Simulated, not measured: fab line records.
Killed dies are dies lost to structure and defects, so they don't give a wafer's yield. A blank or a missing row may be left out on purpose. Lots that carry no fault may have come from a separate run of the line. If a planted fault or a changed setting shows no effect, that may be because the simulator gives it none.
What tool caused it? :: flow sky130 :: 7 lots, 21 wafers sampled, at 3 steps of a route of 708

== WHAT THE GAUGES SHOWED, per wafer ==
SKY_VIA3_RS_MEAS_22: measures by four-point-probe.
lot: L921
measured: day 39 19:37
on: film-metro-03
VIA3_W_RS (ohm/sq): 0.293 0.290 0.293

lot: L925
measured: day 41 02:17
on: film-metro-04
VIA3_W_RS (ohm/sq): 0.300 0.301 0.290

lot: L926
measured: day 41 11:58
on: film-metro-04
VIA3_W_RS (ohm/sq): 0.297 0.299 0.296

lot: L932
measured: day 44 18:31
on: film-metro-03
VIA3_W_RS (ohm/sq): 0.294 0.292 0.293

lot: L934
measured: day 44 23:37
on: film-metro-04
VIA3_W_RS (ohm/sq): 0.299 0.297 0.300

lot: L939
measured: day 45 08:53
on: film-metro-04
VIA3_W_RS (ohm/sq): 0.294 0.297 0.289

lot: L940
measured: day 45 13:04
on: film-metro-03
VIA3_W_RS (ohm/sq): 0.294 0.294 0.296

== WHAT TOOL EACH LOT RAN ON (gives the tool, then ch and the chambers of the sampled wafers, and finally the start) ==
lot: L921
SKY_VIA3_ETCH_14: rie-diel-03 ch 0,2,3, day 39 18:40
SKY_VIA3_ETCH_15: rie-diel-03 ch 0,2,3, day 39 18:42

lot: L925
SKY_VIA3_ETCH_14: rie-diel-03 ch 0,2,3, day 41 00:51
SKY_VIA3_ETCH_15: rie-diel-03 ch 0,2,3, day 41 00:53

lot: L926
SKY_VIA3_ETCH_14: rie-diel-01 ch 0,1,3, day 41 11:04
SKY_VIA3_ETCH_15: rie-diel-01 ch 0,1,3, day 41 11:07

lot: L932
SKY_VIA3_ETCH_14: rie-diel-03 ch 2,3, day 44 17:36
SKY_VIA3_ETCH_15: rie-diel-03 ch 2,3, day 44 17:38

lot: L934
SKY_VIA3_ETCH_14: rie-diel-01 ch 0,1, day 44 22:43
SKY_VIA3_ETCH_15: rie-diel-01 ch 0,1, day 44 22:45

lot: L939
SKY_VIA3_ETCH_14: rie-diel-03 ch 1,2,3, day 45 07:40
SKY_VIA3_ETCH_15: rie-diel-03 ch 1,2,3, day 45 07:42

lot: L940
SKY_VIA3_ETCH_14: rie-diel-01 ch 0,1,2, day 45 12:03
SKY_VIA3_ETCH_15: rie-diel-01 ch 0,1,2, day 45 12:05
- SKY_VIA3_ETCH_14: etches BARC in N2/H2, stops on SiO2, time 45.9 s, target depth 60 nm.
- SKY_VIA3_ETCH_15: etches SiO2 in C4F8/O2/Ar, stops on TiN, target depth 507 nm, time 78 s.

== THE ANSWER, worked out from the rows above alone ==
Rule: usual is defined by the lots themselves. The widest of any qualifying gaps counts: lots, ordered by their means at a reading, are off when they make up no more than a third of the lots, leave a main group of 4 or more, and stand apart from it by 3 or more times the standard deviation of that group's means. A main group is skipped when, at the precision printed for the reading in the tables above, its means are all equal. A lot without any number at a reading at which 4 lots or more have one is off too. The other lots that the step has rows for count as sound.
None of the lots is off at any reading shown; this tells nothing.

== WHAT THE SIMULATOR HAD INSERTED ==
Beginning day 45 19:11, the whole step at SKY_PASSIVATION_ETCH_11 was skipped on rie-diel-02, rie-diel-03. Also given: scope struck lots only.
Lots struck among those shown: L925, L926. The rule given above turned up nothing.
